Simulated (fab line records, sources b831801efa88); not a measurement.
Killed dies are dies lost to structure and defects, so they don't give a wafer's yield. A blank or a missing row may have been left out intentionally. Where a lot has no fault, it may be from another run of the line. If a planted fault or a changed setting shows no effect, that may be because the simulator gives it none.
What tool caused it? | flow gf180mcu | 14 lots, 42 wafers sampled, at 4 steps of a route of 602

WHAT THE GAUGES SHOWED, per wafer
GF_STI_THK_MEAS_24.
lot  | measured    | on            | STI_CVD_23_THK (nm)
L323 | day 2 03:47 | film_metro-04 | 644 649 644
L324 | day 2 08:58 | film_metro-04 | 645 651 657
L325 | day 2 13:47 | film_metro-02 | 653 657 658
L326 | day 2 18:47 | film_metro-04 | 656 657 654
L328 | day 3 05:01 | film_metro-02 | 647 646 653
L329 | day 3 11:17 | film_metro-03 | 658 654 654
L330 | day 3 17:41 | film_metro-04 | 643 638 647
L331 | day 3 20:50 | film_metro-02 | 652 655 647
L334 | day 4 12:18 | film_metro-03 | 650 637 643
L335 | day 4 17:47 | film_metro-03 | 653 648 647
L336 | day 4 23:37 | film_metro-03 | 645 650 655
L337 | day 5 03:39 | film_metro-02 | 647 641 639
L345 | day 6 20:28 | film_metro-03 | 662 650 657
L346 | day 7 01:56 | film_metro-02 | 651 661 652

GF_MVPSD_OVL_MEAS_07.
lot  | measured     | on         | MVPSD_OVL (nm)
L323 | day 4 22:38  | overlay-02 | -2.3 -0.8 1.1
L324 | day 5 06:21  | overlay-02 | -1.0 0.2 0.0
L325 | day 5 11:59  | overlay-01 | 0.9 0.5 0.5
L326 | day 5 19:05  | overlay-02 | 1.0 0.5 2.5
L328 | day 6 06:39  | overlay-02 | 2.1 1.9 0.4
L329 | day 6 12:18  | overlay-02 | -0.9 -0.3 0.0
L330 | day 6 18:52  | overlay-02 | 2.5 1.2 2.3
L331 | day 6 22:39  | overlay-02 | -0.6 -1.5 -0.4
L334 | day 7 17:14  | overlay-02 | 0.9 0.3 0.3
L335 | day 8 01:05  | overlay-02 | 0.5 1.0 0.1
L336 | day 8 07:46  | overlay-01 | 1.5 2.1 2.5
L337 | day 8 11:33  | overlay-02 | 0.2 1.2 0.9
L345 | day 10 13:11 | overlay-01 | -1.1 -1.5 -0.1
L346 | day 10 18:32 | overlay-02 | 3.0 1.5 1.3

GF_PSD_CD_MEAS_07: target cd 400 nm.
lot  | measured     | on        | cd_nm (nm)
L323 | day 14 01:32 | cd_sem-01 | 398.6 400.8 400.3
L324 | day 14 14:52 | cd_sem-01 | 402.3 399.9 402.3
L325 | day 15 00:30 | cd_sem-01 | 401.6 403.0 402.5
L326 | day 15 06:17 | cd_sem-02 | 397.2 399.5 399.6
L328 | day 16 01:01 | cd_sem-02 | 395.9 396.3 398.1
L329 | day 16 09:36 | cd_sem-02 | 397.4 399.6 398.5
L330 | day 16 20:02 | cd_sem-01 | 398.5 398.0 399.1
L331 | day 17 01:23 | cd_sem-01 | 398.5 398.6 398.2
L334 | day 18 03:08 | cd_sem-01 | 399.6 397.9 397.8
L335 | day 18 11:29 | cd_sem-01 | 397.8 398.5 397.1
L336 | day 18 17:32 | cd_sem-01 | 399.4 400.1 399.4
L337 | day 19 01:42 | cd_sem-02 | 401.9 403.1 403.3
L345 | day 21 23:10 | cd_sem-02 | 400.6 400.9 402.8
L346 | day 22 03:41 | cd_sem-01 | 405.2 401.9 404.3

WHICH TOOL RAN EACH LOT (tool, then ch and the chambers of the sampled wafers, then the start)
lot  | GF_DUAL_GATE_OXIDATION_15
L323 | furnace-02 ch 0, day 8 06:54
L324 | furnace-01 ch 0, day 8 15:55
L325 | furnace-02 ch 0, day 8 23:28
L326 | furnace-01 ch 0, day 9 06:45
L328 | furnace-01 ch 0, day 9 21:10
L329 | furnace-02 ch 0, day 10 04:07
L330 | furnace-01 ch 0, day 10 11:13
L331 | furnace-01 ch 0, day 10 13:54
L334 | furnace-02 ch 0, day 11 13:01
L335 | furnace-01 ch 0, day 11 20:19
L336 | furnace-01 ch 0, day 12 02:31
L337 | furnace-01 ch 0, day 12 07:31
L345 | furnace-02 ch 0, day 14 17:57
L346 | furnace-02 ch 0, day 14 22:36
- GF_DUAL_GATE_OXIDATION_15: stabilise 600 s, purge 300 s, target thk 7.098 nm.

WHAT THE TOOLS THEMSELVES READ (means of the sampled wafers that have a number; where no wafer has one, the mark that the record gives instead)
GF_DUAL_GATE_OXIDATION_15.
lot  | tool       | spike_tc_centre_C (C) | spike_tc_top_C (C) | spike_tc_upper_C (C) | zone_power_centre_pct (%) | zone_power_top_pct (%) | zone_power_upper_pct (%)
L323 | furnace-02 | 851.1                 | 865.8              | 850.0                | 17.92                     | 34.5                   | 17.6
L324 | furnace-01 | 851.5                 | 867.6              | 850.0                | 17.60                     | 30.3                   | 14.7
L325 | furnace-02 | 852.8                 | 865.9              | 850.3                | 17.90                     | 34.7                   | 17.7
L326 | furnace-01 | 851.7                 | 867.7              | 851.3                | 17.31                     | 30.4                   | 14.6
L328 | furnace-01 | 850.9                 | 868.0              | 850.2                | 17.59                     | 30.2                   | 14.5
L329 | furnace-02 | 851.9                 | 866.3              | 849.5                | 18.01                     | 34.4                   | 17.8
L330 | furnace-01 | 851.3                 | 869.5              | 849.3                | 17.47                     | 30.0                   | 14.6
L331 | furnace-01 | 851.4                 | 868.6              | 849.6                | 17.53                     | 30.1                   | 14.6
L334 | furnace-02 | 851.4                 | 865.4              | 850.4                | 17.92                     | 34.4                   | 17.6
L335 | furnace-01 | 851.2                 | 868.1              | 850.9                | 17.59                     | 30.2                   | 14.6
L336 | furnace-01 | 851.7                 | 869.7              | 849.5                | 17.26                     | 30.0                   | 14.5
L337 | furnace-01 | 850.9                 | 868.0              | 850.5                | 17.66                     | 30.4                   | 14.6
L345 | furnace-02 | 855.0                 | 872.2              | 814.0                | 24.31                     | 42.9                   | 3.4
L346 | furnace-02 | 856.8                 | 872.2              | 813.2                | 24.04                     | 42.5                   | 3.4

THE ANSWER, worked out from the rows above alone
Rule: the usual values come from the lots themselves. Put in order of their means at a reading, lots are off if they are a third of the lots or fewer, leave a main group of 4 or more, and stand apart from it by a gap of 3 or more times the standard deviation of the main group's means; of several such gaps the widest counts. The tables above print the reading to a certain number of digits; a main group whose means all agree to those digits is not used. A lot without any number at a reading at which 4 lots or more have one is off too. The other lots that the step has rows for count as sound. First the gauges in route order, then the tools' own readings, where a lot's mean is used as printed above. The first step at which some lot is off is used, and at that step the reading that is off furthest; a lot without a number counts as furthest.
Off, at GF_DUAL_GATE_OXIDATION_15 on spike_tc_upper_C: L345, L346. Main group: mean 850.1 C, sd 0.58.
A tool fits if, at that step or a process step before it, it ran every lot that is off, and no sound lot after the first of them. One fits: GF_DUAL_GATE_OXIDATION_15 on furnace-02. Its last sound lot is L334 (day 11 13:01), its first lot that is off L345 (day 14 17:57): a fault that began between those two fits.
The tool's own readings at GF_DUAL_GATE_OXIDATION_15 bear it out: on the lots that are off they differ by more than 5 times the standard deviation of the sound lots' means. spike_tc_centre_C reads 855.9 C there against 851.5 C on the sound lots; spike_tc_upper_C reads 813.6 C there against 850.1 C on the sound lots; zone_power_centre_pct reads 24.17 % there against 17.65 % on the sound lots; zone_power_top_pct reads 42.7 % there against 31.6 % on the sound lots; zone_power_upper_pct reads 3.4 % there against 15.6 % on the sound lots.

WHAT WAS PUT IN BY THE SIMULATOR
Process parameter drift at GF_DUAL_GATE_OXIDATION_15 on furnace-02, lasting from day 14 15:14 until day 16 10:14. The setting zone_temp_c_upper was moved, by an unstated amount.
Shown lots that were struck: L345, L346. This agrees with what the rule above found.
